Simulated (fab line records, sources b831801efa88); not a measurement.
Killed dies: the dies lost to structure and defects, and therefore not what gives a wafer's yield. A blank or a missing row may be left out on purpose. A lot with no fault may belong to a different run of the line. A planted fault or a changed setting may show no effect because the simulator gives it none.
Which tool was responsible?	flow sky130	Sampling: 12 lots, 36 wafers, 3 of 708 route steps

## WHAT EACH GAUGE READ, for each wafer
SKY_LDD_P_CD_MEAS_07: the cd target is 380 nm.
lot	measured	on	cd_nm (nm)
L385	day 16 08:01	cd_sem-02	380.3 383.3 382.3
L386	day 16 08:19	cd_sem-01	379.4 377.5 377.5
L387	day 16 19:59	cd_sem-02	376.0 377.0 375.9
L388	day 17 03:41	cd_sem-02	382.3 379.6 381.1
L392	day 18 18:25	cd_sem-02	382.0 382.0 381.4
L394	day 19 08:35	cd_sem-02	374.6 374.5 372.0
L395	day 19 08:52	cd_sem-01	375.1 372.8 375.0
L398	day 20 05:05	cd_sem-01	382.6 382.9 383.8
L399	day 20 12:41	cd_sem-01	379.8 379.7 382.7
L405	day 30 07:04	cd_sem-02	380.2 381.1 382.0
L403	day 30 10:04	cd_sem-01	374.4 376.9 378.8
L404	day 30 10:52	cd_sem-01	377.4 377.5 379.5

SKY_LDD_P_TW_MEAS_11.
lot	measured	on	LDD_P_TW
L385	day 16 08:25	film_metro-03	638 641 641
L386	day 16 08:43	film_metro-02	632 633 630
L387	day 16 20:23	film_metro-03	640 640 638
L388	day 17 04:05	film_metro-03	642 643 642
L392	day 18 18:48	film_metro-01	627 626 626
L394	day 19 08:59	film_metro-03	635 634 637
L395	day 19 09:16	film_metro-03	639 637 637
L398	day 20 05:29	film_metro-03	637 640 641
L399	day 20 13:05	film_metro-02	633 635 635
L405	day 30 07:27	film_metro-02	630 630 630
L403	day 30 10:27	film_metro-01	630 633 630
L404	day 30 11:24	film_metro-01	628 632 633

## WHAT TOOL EACH LOT RAN ON (gives the tool, then ch and the chambers of the sampled wafers, and finally the start)
lot	SKY_LDD_P_DEVELOP_06
L385	litho_track-01 ch 0, day 16 07:52
L386	litho_track-01 ch 0, day 16 08:10
L387	litho_track-02 ch 0, day 16 19:50
L388	litho_track-02 ch 0, day 17 03:32
L392	litho_track-03 ch 0, day 18 18:16
L394	litho_track-01 ch 0, day 19 08:26
L395	litho_track-01 ch 0, day 19 08:43
L398	litho_track-03 ch 0, day 20 04:56
L399	litho_track-03 ch 0, day 20 12:32
L405	litho_track-02 ch 0, day 30 06:55
L403	litho_track-03 ch 0, day 30 09:55
L404	litho_track-02 ch 0, day 30 10:43
- SKY_LDD_P_DEVELOP_06: develop time 60 s.

## WHAT THE TOOLS THEMSELVES READ (means of the sampled wafers that have a number; where no wafer has one, the mark that the record gives instead)
SKY_LDD_P_DEVELOP_06.
lot	tool	developer_temp_C (C)	resist_line_temp_C (C)
L385	litho_track-01	23.09	22.87
L386	litho_track-01	23.07	23.07
L387	litho_track-02	22.97	22.95
L388	litho_track-02	23.06	22.99
L392	litho_track-03	23.15	22.99
L394	litho_track-01	25.34	23.02
L395	litho_track-01	25.29	22.86
L398	litho_track-03	22.86	23.04
L399	litho_track-03	23.04	22.91
L405	litho_track-02	23.09	23.01
L403	litho_track-03	22.91	23.15
L404	litho_track-02	23.01	23.03

## THE ANSWER, worked out from the rows above alone
Rule: the lots themselves supply what counts as usual. Put in order of their means at a reading, lots are off if they are a third of the lots or fewer, leave a main group of 4 or more, and stand apart from it by a gap of 3 or more times the standard deviation of the main group's means; of several such gaps the widest counts. The tables above print the reading to a certain number of digits; a main group whose means all agree to those digits is not used. Also off: a lot with no number at a reading for which 4 or more lots have one. Where the step has rows for the other lots, those lots are counted as sound. After the gauges, taken in route order, come the tools' own readings; for these a lot's mean is taken, as printed above. At the first step where some lot is off, the reading lying furthest off is the one used; lots without a number count as furthest.
Off, at SKY_LDD_P_DEVELOP_06 on developer_temp_C: L394, L395. The main group has a mean of 23.02 C with a standard deviation of 0.084.
If a tool, at that step or one of the process steps before it, ran each lot that is off and ran no sound lot following the first of them, it fits. One candidate fits, namely litho_track-01 at SKY_LDD_P_DEVELOP_06. Its last sound lot is L386 (day 16 08:10), its first lot that is off L394 (day 19 08:26): a fault that began between those two fits.
On the lots that are off, the tool's own readings at SKY_LDD_P_DEVELOP_06 differ by more than 5 times the standard deviation of the sound lots' means, which bears it out; developer_temp_C reads 25.31 C there versus 23.02 C on the sound lots.

## WHAT THE SIMULATOR HAD INSERTED
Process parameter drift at SKY_LDD_P_DEVELOP_06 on litho_track-01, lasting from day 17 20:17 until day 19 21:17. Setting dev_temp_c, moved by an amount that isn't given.
Struck lots among those shown: L394, L395. The rule above found the same.
